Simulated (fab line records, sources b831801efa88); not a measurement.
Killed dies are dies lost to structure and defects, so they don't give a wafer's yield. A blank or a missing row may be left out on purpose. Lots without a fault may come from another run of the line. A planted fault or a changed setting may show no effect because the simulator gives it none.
A struck lot beside a sound one | flow sky130 | 21 steps out of a route of 708
Sound: wafers L657.1, L657.4, L657.6. Struck: wafers L666.1, L666.3, L666.6. The cause comes at the end.
At each step with rows: each side's tool, then ch and its chambers, then its first start. Under that, the readings that differ: sound wafers | struck wafers | difference of the means | sigmas: that difference in standard deviations of wafers without a fault.
alike: readings whose means differ by less than 2 such deviations, and words and numbers that are the same on both sides. not compared: withheld readings, readings that some wafer has no value for, bounds like >300 that may hide the same value, and numbers for which the record gives no deviation and whose values overlap.
The two part at a step that has a row with sigmas, a row that says differs or no value, or rows on one side only. Numbers that don't overlap but have no deviation are shown without sigmas and don't part them. A reading that every wafer of one side lacks parts them only if that side has two wafers or more.

first, 3 steps without rows for these wafers: SKY_POLY_CUT_EXPOSE_05 (exposes mask NPCM, target cd 270 nm); SKY_POLY_CUT_PEB_06; SKY_POLY_CUT_DEVELOP_07 (develop time 60 s).
SKY_POLY_CUT_CD_MEAS_08: target cd 270 nm.
  sound on cd_sem-01, day 26 05:55; struck on cd_sem-01, day 29 04:19
  alike: cd_nm
SKY_POLY_CUT_OVL_MEAS_09:
  sound on overlay-02, day 26 06:02; struck on overlay-01, day 29 04:26
  alike: POLY_CUT_OVL
SKY_POLY_CUT_ETCH_10: etches BARC in N2/H2, stops on SiO2, time 45.9 s, target depth 60 nm.
  sound on rie_diel-03 ch 0,2,3, day 26 06:05; struck on rie_diel-02 ch 2,3, day 29 04:29
  alike: drypump_motor_current_A, oes_product_au, throttle_valve_pct
  not compared: rf_hours_counter_h
SKY_POLY_CUT_ETCH_11: etches Si3N4 in CF4/CH2F2/Ar, stops on poly-Si, time 42.5 s, target depth 60 nm.
  sound on rie_diel-03 ch 0,2,3, day 26 06:07; struck on rie_diel-02 ch 2,3, day 29 04:31
  alike: drypump_motor_current_A, oes_product_au, throttle_valve_pct
  not compared: rf_hours_counter_h
SKY_POLY_CUT_STRIP_12: strips in O2/N2.
  sound on plasma_asher-04 ch 0,1, day 26 06:10; struck on plasma_asher-04 ch 0, day 29 04:34
  alike: drypump_motor_current_A, oes_product_au, strip_time_to_endpoint_s
  not compared: rf_hours_counter_h
then, 4 steps without rows for these wafers: SKY_SD_P_DEHYDRATE_00 (time 60 s); SKY_SD_P_HMDS_01 (prime time 60 s); SKY_SD_P_COAT_02 (resist thk 1140 nm); SKY_SD_P_SOFTBAKE_03 (time 60 s).
SKY_SD_P_EXPOSE_04: exposes mask PSDM, target cd 380 nm.
  sound on iline_stepper-01 ch 0, day 26 20:20; struck on iline_stepper-02 ch 0, day 29 17:23
  reading | sound                | struck                  | difference | sigmas
  mask    | PSDM#0 PSDM#0 PSDM#0 | LDNTM#0 LDNTM#0 LDNTM#0 | differs    |
  alike: reticle_temp_C
then, 2 steps without rows for these wafers: SKY_SD_P_PEB_05; SKY_SD_P_DEVELOP_06 (develop time 60 s).
SKY_SD_P_CD_MEAS_07: target cd 380 nm.
  sound on cd_sem-01, day 27 11:04; struck on cd_sem-02, day 30 07:06
  reading    | sound             | struck | difference                    | sigmas
  cd_nm (nm) | 378.6 377.4 377.4 | - - -  | no value on the struck wafers |
SKY_SD_P_OVL_MEAS_08:
  sound on overlay-01, day 27 11:11; struck on overlay-02, day 30 07:13
  reading       | sound       | struck | difference                    | sigmas
  SD_P_OVL (nm) | 1.0 2.9 1.0 | - - -  | no value on the struck wafers |
then, 1 step without rows for these wafers: SKY_SD_P_IMPLANT_09.
SKY_SD_P_STRIP_10: strips in O2/N2.
  sound on plasma_asher-03 ch 0, day 27 11:23; struck on plasma_asher-04 ch 0,1, day 30 07:24
  alike: drypump_motor_current_A, oes_product_au, strip_time_to_endpoint_s
  not compared: rf_hours_counter_h
SKY_SD_P_TW_MEAS_11:
  sound on film_metro-03, day 27 11:29; struck on film_metro-03, day 30 07:44
  reading | sound          | struck   | difference | sigmas
  SD_P_TW | 2852 2851 2844 | 30 30 30 | -2819      | -99 or more
  not compared: hold
SKY_PAD_OPEN_PROBE_99:
  the record has rows for the sound wafers here (prober-01, day 46 23:48) and none for the struck ones

WHERE THEY PART
First at SKY_SD_P_EXPOSE_04; last, within this record, at SKY_PAD_OPEN_PROBE_99.

WHY: what the simulator had put in
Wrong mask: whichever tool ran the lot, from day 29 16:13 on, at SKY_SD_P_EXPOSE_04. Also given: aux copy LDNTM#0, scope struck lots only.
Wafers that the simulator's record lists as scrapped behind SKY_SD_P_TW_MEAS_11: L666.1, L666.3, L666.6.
